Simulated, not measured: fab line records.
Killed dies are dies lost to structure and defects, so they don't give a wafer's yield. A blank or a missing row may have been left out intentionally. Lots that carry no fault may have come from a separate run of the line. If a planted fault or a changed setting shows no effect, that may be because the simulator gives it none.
Chamber matching | flow sfq-line | 4 sister chambers for SFQ_TRILAYER_I3_CMP_CMP_082 on cmp-01
The step polishes SiO2. 8 wafers are shown with their chamber, then 8 later ones without.

EACH WAFER AND ITS CHAMBER
wafer  | chamber | motor-current-A (A) | time-to-endpoint-s (s)
L629.2 | 1       | 9.2                 | 233
L630.2 | 1       | 10.1                | 225
L640.3 | 0       | 10.9                | 220
L640.2 | 3       | 9.8                 | 204
L643.2 | 2       | 10.3                | 226
L643.4 | 0       | 10.4                | 226
L643.6 | 2       | 9.6                 | 228
L646.2 | 3       | 9.4                 | 215

WAFERS MISSING THEIR CHAMBER
wafer  | motor-current-A (A) | time-to-endpoint-s (s)
L646.1 | 10.0                | 223
L646.3 | 10.3                | 207
L650.2 | 10.5                | 207
L650.4 | 9.7                 | 224
L650.5 | 10.6                | 209
L651.2 | 10.5                | 211
L651.3 | 9.6                 | 211
L651.6 | 9.5                 | 206

CHAMBER TAKEN BY EACH
wafer  | from the rows above               | in truth
L646.1 | can't be placed: 2 or 1 or 0 or 3 | 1
L646.3 | can't be placed: 3 or 0           | 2
L650.2 | can't be placed: 3 or 0 or 2      | 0
L650.4 | can't be placed: 2 or 1 or 0 or 3 | 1
L650.5 | can't be placed: 3 or 0 or 2      | 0
L651.2 | can't be placed: 3 or 0 or 2 or 1 | 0
L651.3 | 3                                 | 3
L651.6 | 3                                 | 3
Correct placement for 2 of the 8. Not placeable from these rows: 6 (in 5, the candidates include the true chamber). Placed wrongly: 0.
How it was worked out, from the rows above alone: a wafer's distance from a chamber is the root of the sum, over the readings, of the square of ((its reading less the chamber's mean) divided by the reading's scatter). The wafer belongs to the nearest chamber; if the next one is less than 2 further off, it can't be placed. Each chamber's mean is taken over the wafers shown for it. The scatter: the root of (the sum of the squares of (reading less its chamber's mean) over the shown wafers, divided by (wafers less chambers)).
